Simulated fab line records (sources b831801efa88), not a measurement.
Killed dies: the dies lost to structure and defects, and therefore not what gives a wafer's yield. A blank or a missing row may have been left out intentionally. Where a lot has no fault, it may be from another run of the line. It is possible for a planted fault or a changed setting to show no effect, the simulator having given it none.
Code-filled problem report in 8D (eight disciplines) form    flow sky130    the parts of the form that need people (team, actions taken, sign-off) are left out

1. PROBLEM STATEMENT
Mean of run-length-s at SKY_FIELD_ISO_WET_ETCH_30: 112.5 s across 6 wafers in 2 lots; on wafers with no fault it is 78.8 s (standard deviation 2.8). That puts it +12 standard deviations away from the usual mean.
The step: etches SiO2 in dHF, target depth 25 nm, time 50 s.
Seen first at day 4 19:32 on wet-bench-04, wafer L176.2. The record has a number at this step for 42 wafers belonging to 14 lots. The rule behind "out" and "out of limits": a value lying over 4 standard deviations away from the usual mean. Any other wafer with a number is counted as sound.

2. WHAT IT IS AND WHAT IT IS NOT
question                     is                      is not
which readings at this step  run-length-s            -
which lots                   L176, L177              L165, L166, L168, L169, L174, L182, L183, L184, L185, L186, L187, L188
which wafers of those lots   all that have a number  -
read on which tools          wet-bench-04            wet-bench-01, wet-bench-03
when                         from day 4 19:32        up to then (15 sound wafers); but 21 sound wafers of L182, L183, L184, L185, L186, L187, L188 came after

3. WHAT RULES OUT EACH SUSPECT
Counting: any tool at a process step up to the reading is kept as a suspect provided that every lot that is out went through it and no sound lot did after the first of them.
- wet-bench-04 at SKY_FIELD_ISO_WET_ETCH_30 (etches SiO2 in dHF, target depth 25 nm, time 50 s): kept. It processed each lot that is out, first L176 at day 4 19:32, and no sound lot thereafter; up to then, the last sound lot it processed was L165 at day 2 22:54. Out on those wafers are its own readings of run-length-s.
After counting, what remains is wet-bench-04 at SKY_FIELD_ISO_WET_ETCH_30.

4. THE CAUSE (what the simulator had put in)
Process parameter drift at SKY_FIELD_ISO_WET_ETCH_30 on wet-bench-04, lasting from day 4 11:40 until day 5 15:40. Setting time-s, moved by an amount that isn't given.
The count eliminated every tool but this one.

5. THE CHAIN OF EFFECTS, in route order
Rows list readings where the struck wafers' mean (over those with a number) sits beyond 3 standard deviations from the usual. Only readings for which the record gives a usual standard deviation are gone through. hours: the time from each lot's start at the first step in this table that gives one to its start at this step, as a median over the lots. sigmas: the change in usual standard deviations.
hours  step                       reading       usual   on struck wafers  change  sigmas
0      SKY_FIELD_ISO_WET_ETCH_30  run-length-s  78.8 s  112.5             +33.7   +12
The process steps in it:
- SKY_FIELD_ISO_WET_ETCH_30: etches SiO2 in dHF, target depth 25 nm, time 50 s.
At these later measuring or inspecting steps, every struck wafer for which the step has a row has a number for every such reading, and none has moved that far: SKY_DNWELL_TW_MEAS_09, SKY_SONOS_TUNNEL_OVL_MEAS_08.

6. WHAT WOULD HAVE CAUGHT IT SOONER
First out-of-limits reading in this record: day 4 19:32, which is 8 hours after fault onset at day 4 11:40.
